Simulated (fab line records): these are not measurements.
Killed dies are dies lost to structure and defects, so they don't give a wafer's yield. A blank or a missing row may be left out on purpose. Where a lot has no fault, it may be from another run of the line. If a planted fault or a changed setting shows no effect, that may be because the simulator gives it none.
fab line records + flow sky130
record
- lots=14
- wafers=42
- lastDay=50
route steps=708 shown VT_ADJUST_HVTR@138 SONOS_TUNNEL@161 SONOS_ONO@181 GATE_OXIDE@203
lots that met no fault: from a run of the same line without faults
startH: start of the lot's first displayed wafer, in hours after the record's first day + waitH: how many hours have passed since the lot's step before this one + " repeats the value in the row above + L1.1+2: one row covering several wafers at once + - no value present, or no start provided + * or withheld: withheld + < > ~ a bound
route shown NAME@n: names a module that has steps shown in the file, with the first one's number in the route + usual: mean/standard deviation of fault-free wafers + same: alike in all rows + chamber/n: place in a boat + sites: the reading at each site + _std_site: standard deviation of those values + _edge_site: outer sites' mean less inner sites' + radiusMm: for every site, how far away it sits from the centre of the wafer + mask NAME#n: copy n + behind: the tool/chamber that last shaped the wafer + hold: the reason the lot was held/the length of the hold in hours/how it ended + device: the transistor (n, p or np) that didn't switch + end of line: the same wafers' tests at the end of the route + a step given without rows: its recipe and nothing more + killed: at the first sort, the dies lost to defects and structure; wafer yield is something else + map: per-die view of a wafer (x killed, . not killed, _ where there is no die)
set.NAME: the setting as run; set.NAME@STEP: as run at that earlier step + model.NAME: the simulator's own value behind a step, which no gauge read
a sample of lots followed through the steps of the route, with each step as a table and each wafer as a row
services: from which hour (startH, from the record's first day; less than 0 if before it) a tool's chamber was out of use, for how many hours, and why
## steps
# step SKY_VT_ADJUST_HVTR_CD_MEAS_07
# recipe
- targetCdNm=380
# usual
- cdNm=380.5/3
| lot.wafer | tool     | chamber | startH | waitH | cdNm  |
|-----------|----------|---------|--------|-------|-------|
| L649.1    | cdSem-02 | -       | 204.70 | 0.1   | 382.6 |
| L649.3    | "        | -       | "      | "     | 383.7 |
| L649.6    | "        | -       | "      | "     | 385.6 |
| L650.1    | cdSem-02 | -       | 210.15 | 0.1   | 382.6 |
| L650.4    | "        | -       | "      | "     | 383.9 |
| L650.6    | "        | -       | "      | "     | 382.1 |
| L651.1    | cdSem-02 | -       | 220.82 | 0.1   | 380.6 |
| L651.3    | "        | -       | "      | "     | 381.0 |
| L651.4    | "        | -       | "      | "     | 380.0 |
| L652.1    | cdSem-01 | -       | 225.45 | 0.1   | 382.6 |
| L652.2    | "        | -       | "      | "     | 383.6 |
| L652.5    | "        | -       | "      | "     | 382.4 |
| L653.2    | cdSem-01 | -       | 227.04 | 0.1   | 378.0 |
| L653.5    | "        | -       | "      | "     | 377.4 |
| L653.6    | "        | -       | "      | "     | 377.8 |
| L657.2    | cdSem-01 | -       | 262.27 | 0.1   | 383.3 |
| L657.5    | "        | -       | "      | "     | 383.6 |
| L657.6    | "        | -       | "      | "     | 382.7 |
| L664.1    | cdSem-02 | -       | 318.87 | 0.1   | 375.8 |
| L664.2    | "        | -       | "      | "     | 379.0 |
| L664.6    | "        | -       | "      | "     | 377.4 |
| L665.2    | cdSem-02 | -       | 325.27 | 0.1   | 378.6 |
| L665.3    | "        | -       | "      | "     | 380.1 |
| L665.6    | "        | -       | "      | "     | 380.6 |
| L666.1    | cdSem-02 | -       | 333.45 | 0.1   | 380.1 |
| L666.2    | "        | -       | "      | "     | 379.7 |
| L666.6    | "        | -       | "      | "     | 380.0 |
| L668.1    | cdSem-02 | -       | 339.95 | 0.1   | 379.1 |
| L668.3    | "        | -       | "      | "     | 379.3 |
| L668.4    | "        | -       | "      | "     | 383.0 |
| L669.3    | cdSem-02 | -       | 349.31 | 0.1   | 380.9 |
| L669.5    | "        | -       | "      | "     | 378.4 |
| L669.6    | "        | -       | "      | "     | 381.1 |
| L670.1    | cdSem-02 | -       | 357.60 | 0.1   | 387.0 |
| L670.4    | "        | -       | "      | "     | 383.1 |
| L670.6    | "        | -       | "      | "     | 382.6 |
| L671.1    | cdSem-01 | -       | 363.20 | 0.1   | 378.5 |
| L671.3    | "        | -       | "      | "     | 381.1 |
| L671.6    | "        | -       | "      | "     | 381.0 |
| L672.2    | cdSem-01 | -       | 376.32 | 0.1   | 375.5 |
| L672.3    | "        | -       | "      | "     | 376.8 |
| L672.4    | "        | -       | "      | "     | 374.3 |
# step SKY_SONOS_TUNNEL_CD_MEAS_07
# recipe
- targetCdNm=410
# usual
- cdNm=410.7/2.5
| lot.wafer | tool     | chamber | startH | waitH | cdNm  |
|-----------|----------|---------|--------|-------|-------|
| L649.1    | cdSem-02 | -       | 250.70 | 0.1   | 413.1 |
| L649.3    | "        | -       | "      | "     | 411.7 |
| L649.6    | "        | -       | "      | "     | 412.7 |
| L650.1    | cdSem-01 | -       | 256.77 | 0.1   | 411.4 |
| L650.4    | "        | -       | "      | "     | 411.0 |
| L650.6    | "        | -       | "      | "     | 410.9 |
| L651.1    | cdSem-02 | -       | 268.57 | 0.1   | 407.6 |
| L651.3    | "        | -       | "      | "     | 407.5 |
| L651.4    | "        | -       | "      | "     | 407.6 |
| L652.1    | cdSem-02 | -       | 274.32 | 0.1   | 411.2 |
| L652.2    | "        | -       | "      | "     | 412.0 |
| L652.5    | "        | -       | "      | "     | 412.0 |
| L653.2    | cdSem-01 | -       | 274.44 | 0.1   | 413.2 |
| L653.5    | "        | -       | "      | "     | 409.6 |
| L653.6    | "        | -       | "      | "     | 409.6 |
| L657.2    | cdSem-01 | -       | 312.69 | 0.1   | 410.6 |
| L657.5    | "        | -       | "      | "     | 411.5 |
| L657.6    | "        | -       | "      | "     | 411.0 |
| L664.1    | cdSem-02 | -       | 374.17 | 0.1   | 409.8 |
| L664.2    | "        | -       | "      | "     | 409.0 |
| L664.6    | "        | -       | "      | "     | 408.5 |
| L665.2    | cdSem-01 | -       | 380.49 | 0.1   | 411.7 |
| L665.3    | "        | -       | "      | "     | 413.2 |
| L665.6    | "        | -       | "      | "     | 411.5 |
| L666.1    | cdSem-01 | -       | 389.82 | 0.1   | 411.2 |
| L666.2    | "        | -       | "      | "     | 411.6 |
| L666.6    | "        | -       | "      | "     | 410.8 |
| L668.1    | cdSem-02 | -       | 396.62 | 0.1   | 413.4 |
| L668.3    | "        | -       | "      | "     | 413.0 |
| L668.4    | "        | -       | "      | "     | 412.1 |
| L669.3    | cdSem-02 | -       | 407.26 | 0.1   | 406.1 |
| L669.5    | "        | -       | "      | "     | 406.8 |
| L669.6    | "        | -       | "      | "     | 406.3 |
| L670.1    | cdSem-01 | -       | 415.77 | 0.1   | 412.9 |
| L670.4    | "        | -       | "      | "     | 412.5 |
| L670.6    | "        | -       | "      | "     | 414.9 |
| L671.1    | cdSem-02 | -       | 421.55 | 0.1   | 412.5 |
| L671.3    | "        | -       | "      | "     | 412.5 |
| L671.6    | "        | -       | "      | "     | 412.1 |
| L672.2    | cdSem-01 | -       | 435.84 | 0.1   | 415.3 |
| L672.3    | "        | -       | "      | "     | 413.6 |
| L672.4    | "        | -       | "      | "     | 415.8 |
# step SKY_SONOS_ONO_CD_MEAS_13
# recipe
- targetCdNm=410
# usual
- cdNm=408.8/2.9
| lot.wafer | tool     | chamber | startH | waitH | cdNm  |
|-----------|----------|---------|--------|-------|-------|
| L649.1    | cdSem-02 | -       | 282.50 | 0.1   | 412.8 |
| L649.3    | "        | -       | "      | "     | 410.6 |
| L649.6    | "        | -       | "      | "     | 410.9 |
| L650.1    | cdSem-01 | -       | 287.20 | 0.1   | 408.0 |
| L650.4    | "        | -       | "      | "     | 407.1 |
| L650.6    | "        | -       | "      | "     | 408.9 |
| L651.1    | cdSem-02 | -       | 299.47 | 0.1   | 408.9 |
| L651.3    | "        | -       | "      | "     | 409.7 |
| L651.4    | "        | -       | "      | "     | 410.6 |
| L652.1    | cdSem-01 | -       | 306.42 | 0.2   | 415.0 |
| L652.2    | "        | -       | "      | "     | 413.1 |
| L652.5    | "        | -       | "      | "     | 414.0 |
| L653.2    | cdSem-02 | -       | 306.62 | 0.1   | 405.2 |
| L653.5    | "        | -       | "      | "     | 407.2 |
| L653.6    | "        | -       | "      | "     | 407.7 |
| L657.2    | cdSem-01 | -       | 347.47 | 0.1   | 410.5 |
| L657.5    | "        | -       | "      | "     | 408.9 |
| L657.6    | "        | -       | "      | "     | 410.1 |
| L664.1    | cdSem-02 | -       | 407.55 | 0.1   | 409.0 |
| L664.2    | "        | -       | "      | "     | 408.8 |
| L664.6    | "        | -       | "      | "     | 407.5 |
| L665.2    | cdSem-02 | -       | 415.87 | 0.1   | 410.8 |
| L665.3    | "        | -       | "      | "     | 410.7 |
| L665.6    | "        | -       | "      | "     | 410.4 |
| L666.1    | cdSem-02 | -       | 428.55 | 0.1   | 409.7 |
| L666.2    | "        | -       | "      | "     | 408.6 |
| L666.6    | "        | -       | "      | "     | 410.4 |
| L668.1    | cdSem-02 | -       | 434.32 | 0.1   | 406.5 |
| L668.3    | "        | -       | "      | "     | 405.6 |
| L668.4    | "        | -       | "      | "     | 404.2 |
| L669.3    | cdSem-02 | -       | 441.91 | 0.1   | 405.2 |
| L669.5    | "        | -       | "      | "     | 406.5 |
| L669.6    | "        | -       | "      | "     | 404.1 |
| L670.1    | cdSem-01 | -       | 453.37 | 0.1   | 412.5 |
| L670.4    | "        | -       | "      | "     | 413.1 |
| L670.6    | "        | -       | "      | "     | 414.9 |
| L671.1    | cdSem-02 | -       | 457.25 | 0.1   | 411.7 |
| L671.3    | "        | -       | "      | "     | 408.8 |
| L671.6    | "        | -       | "      | "     | 408.1 |
| L672.2    | cdSem-01 | -       | 471.67 | 0.1   | 411.1 |
| L672.3    | "        | -       | "      | "     | 414.5 |
| L672.4    | "        | -       | "      | "     | 415.6 |
# step SKY_GATE_OXIDE_OXIDATION_16
# recipe
- tempC=800
- ambient=O2
- idleTempC=700
- rampUpCPerMin=10
- rampDownCPerMin=3
- stabiliseS=600
- purgeS=300
- targetThkA=35.7
- oxTimeS=1915
# usual
- spikeTcBottomC=820.0/1.4
- spikeTcCentreC=801.1/1.3
- spikeTcLowerC=801.0/0.94
- spikeTcTopC=811.7/3
- spikeTcUpperC=799.1/1
- tubeCenterTempC=799.99/0.069
- tube_center_temp_C_max=802.1/0.36
| lot.wafer | tool       | chamber | startH | waitH | spikeTcBottomC | spikeTcCentreC | spikeTcLowerC | spikeTcTopC | spikeTcUpperC | tubeCenterTempC | tube_center_temp_C_max |
|-----------|------------|---------|--------|-------|----------------|----------------|---------------|-------------|---------------|-----------------|------------------------|
| L649.1    | furnace-02 | 0       | 314.66 | 2.8   | 818.3          | 799.1          | 801.4         | 814.9       | 798.4         | 799.97          | 802.0                  |
| L649.3    | "          | 0       | "      | "     | 819.0          | 800.0          | 800.6         | 816.4       | 797.9         | 799.89          | 802.0                  |
| L649.6    | "          | 0       | "      | "     | 817.4          | 799.8          | 802.0         | 816.9       | 800.7         | 799.91          | 801.7                  |
| L650.1    | furnace-01 | 0       | 321.57 | 5.5   | 820.8          | 803.3          | 799.7         | 809.5       | 799.6         | 799.97          | 802.3                  |
| L650.4    | "          | 0       | "      | "     | 822.0          | 800.5          | 801.6         | 812.8       | 798.1         | 799.87          | 802.2                  |
| L650.6    | "          | 0       | "      | "     | 819.3          | 801.1          | 800.3         | 809.4       | 800.0         | 799.95          | 802.0                  |
| L651.1    | furnace-01 | 0       | 331.03 | 1.7   | 819.8          | 802.2          | 801.2         | 808.5       | 798.8         | 800.03          | 801.9                  |
| L651.3    | "          | 0       | "      | "     | 820.7          | 801.5          | 800.4         | 809.0       | 799.0         | 799.87          | 802.9                  |
| L651.4    | "          | 0       | "      | "     | 821.0          | 802.6          | 801.3         | 809.2       | 800.0         | 799.92          | 803.1                  |
| L652.1    | furnace-01 | 0       | 335.48 | 0.5   | 830.7          | 810.6          | 810.9         | 818.1       | 810.1         | 809.12          | 811.1                  |
| L652.2    | "          | 0       | "      | "     | 829.8          | 810.3          | 808.2         | 820.0       | 806.8         | 809.11          | 811.3                  |
| L652.5    | "          | 0       | "      | "     | 829.1          | 810.5          | 810.6         | 817.4       | 808.6         | 809.23          | 810.9                  |
| L653.2    | furnace-01 | 0       | 335.48 | 0.3   | 828.4          | 810.8          | 809.4         | 819.3       | 809.3         | 809.24          | 811.3                  |
| L653.5    | "          | 0       | "      | "     | 829.5          | 811.1          | 811.3         | 819.2       | 809.4         | 809.14          | 811.2                  |
| L653.6    | "          | 0       | "      | "     | 826.9          | 809.7          | 810.1         | 818.5       | 809.6         | 809.07          | 811.8                  |
| L657.2    | furnace-02 | 0       | 379.87 | 2.0   | 818.5          | 798.9          | 802.1         | 816.3       | 800.9         | 799.96          | 802.2                  |
| L657.5    | "          | 0       | "      | "     | 820.1          | 798.4          | 801.6         | 816.7       | 800.0         | 799.97          | 802.3                  |
| L657.6    | "          | 0       | "      | "     | 819.6          | 801.5          | 802.1         | 815.5       | 800.7         | 799.97          | 801.6                  |
| L664.1    | furnace-01 | 0       | 441.50 | 0.8   | 819.5          | 800.3          | 800.1         | 811.1       | 801.0         | 799.88          | 801.8                  |
| L664.2    | "          | 0       | "      | "     | 821.1          | 802.6          | 800.2         | 809.9       | 796.5         | 800.03          | 801.3                  |
| L664.6    | "          | 0       | "      | "     | 821.4          | 802.0          | 800.8         | 809.6       | 799.6         | 799.82          | 801.8                  |
| L665.2    | furnace-01 | 0       | 449.75 | 0.0   | 820.3          | 802.9          | 801.3         | 809.9       | 798.6         | 800.05          | 802.6                  |
| L665.3    | "          | 0       | "      | "     | 821.2          | 801.4          | 800.6         | 811.0       | 798.9         | 799.94          | 802.1                  |
| L665.6    | "          | 0       | "      | "     | 820.2          | 801.9          | 799.8         | 809.7       | 799.6         | 799.94          | 802.8                  |
| L666.1    | furnace-01 | 0       | 462.40 | 0.0   | 821.6          | 802.0          | 801.7         | 811.8       | 798.1         | 799.91          | 802.4                  |
| L666.2    | "          | 0       | "      | "     | 822.0          | 802.3          | 801.7         | 809.9       | 799.1         | 800.06          | 802.4                  |
| L666.6    | "          | 0       | "      | "     | 820.1          | 801.9          | 801.5         | 810.4       | 799.6         | 799.92          | 803.0                  |
| L668.1    | furnace-01 | 0       | 468.22 | 0.7   | 821.2          | 803.2          | 802.2         | 809.3       | 797.7         | 800.02          | 802.2                  |
| L668.3    | "          | 0       | "      | "     | 821.0          | 798.9          | 801.4         | 810.3       | 800.0         | 799.97          | 802.1                  |
| L668.4    | "          | 0       | "      | "     | 819.7          | 801.8          | 802.6         | 810.4       | 798.8         | 799.93          | 802.5                  |
| L669.3    | furnace-01 | 0       | 475.29 | 0.0   | 821.4          | 801.9          | 800.6         | 808.6       | 799.5         | 800.01          | 802.5                  |
| L669.5    | "          | 0       | "      | "     | 822.4          | 801.8          | 800.7         | 810.2       | 798.9         | 799.99          | 802.9                  |
| L669.6    | "          | 0       | "      | "     | 820.9          | 800.8          | 801.9         | 808.8       | 799.5         | 800.04          | 801.4                  |
| L670.1    | furnace-01 | 0       | 488.01 | 1.9   | 818.1          | 802.0          | 801.4         | 811.2       | 798.8         | 799.97          | 801.5                  |
| L670.4    | "          | 0       | "      | "     | 819.0          | 803.1          | 802.7         | 810.0       | 797.6         | 800.01          | 801.6                  |
| L670.6    | "          | 0       | "      | "     | 819.7          | 803.2          | 800.8         | 809.8       | 798.0         | 799.99          | 801.8                  |
| L671.1    | furnace-01 | 0       | 490.75 | 0.0   | 821.2          | 800.9          | 800.1         | 810.3       | 800.2         | 800.02          | 801.9                  |
| L671.3    | "          | 0       | "      | "     | 821.2          | 800.5          | 800.3         | 809.0       | 798.5         | 800             | 802.1                  |
| L671.6    | "          | 0       | "      | "     | 820.8          | 802.7          | 803.1         | 809.9       | 798.1         | 800.12          | 802.6                  |
| L672.2    | furnace-01 | 0       | 504.43 | 0.0   | 820.0          | 801.6          | 801.0         | 809.0       | 799.5         | 799.95          | 801.9                  |
| L672.3    | "          | 0       | "      | "     | 820.8          | 802.7          | 799.8         | 809.7       | 799.1         | 799.97          | 802.6                  |
| L672.4    | "          | 0       | "      | "     | 821.6          | 802.1          | 802.4         | 809.8       | 799.0         | 799.85          | 802.0                  |
## services
| tool       | chamber | startH | hours | kind   |
|------------|---------|--------|-------|--------|
| furnace-02 | -       | 309.48 | 3.7   | pm     |
| furnace-02 | -       | 317.53 | 3.9   | pm     |
| furnace-01 | -       | 324.62 | 3.5   | pm     |
| furnace-02 | -       | 378.57 | 1.3   | repair |
| furnace-02 | -       | 484.30 | 3.2   | pm     |
| furnace-01 | -       | 492.29 | 3.1   | pm     |
| furnace-02 | -       | 494.38 | 2.1   | repair |
## key
firstSign
- step=SKY_GATE_OXIDE_OXIDATION_16
- reading=tubeCenterTempC
- direction=up
- sigmas=99+
- usual=*
- struck=*
effect
- step=SKY_GATE_OXIDE_OXIDATION_16
- reading=tube_center_temp_C_max
- direction=up
- sigmas=26
- usual=*
- struck=*
metAt SKY_GATE_OXIDE_OXIDATION_16
struckLots L652,L653
sortLeftOut L652.1,L652.2,L652.5,L653.2,L653.5,L653.6
testerLeftOut L652,L653
notActingAt SKY_VT_ADJUST_HVTR_CD_MEAS_07,SKY_SONOS_TUNNEL_CD_MEAS_07,SKY_SONOS_ONO_CD_MEAS_13
onsetBetween 331.03 335.48
fault
- kind=processParameterDrift
- tool=furnace-01
- chamber=-
- onsetH=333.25
- steps=SKY_GATE_OXIDE_OXIDATION_16
- channel=tempC
- offset=*
- shape=step
- endH=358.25
- actsIn=*
- stated=*
# testerLeftOut: of these lots the tester's yield and bins aren't shown, on N5 and GAA mostly nor the transistor test; their killed dies are dies lost to structure and defects alone, not to doping, threshold or leakage, so they don't give the yield
# sortLeftOut: the simulated sort isn't trusted on such a fault, so these wafers' sort isn't shown, and their yield isn't known
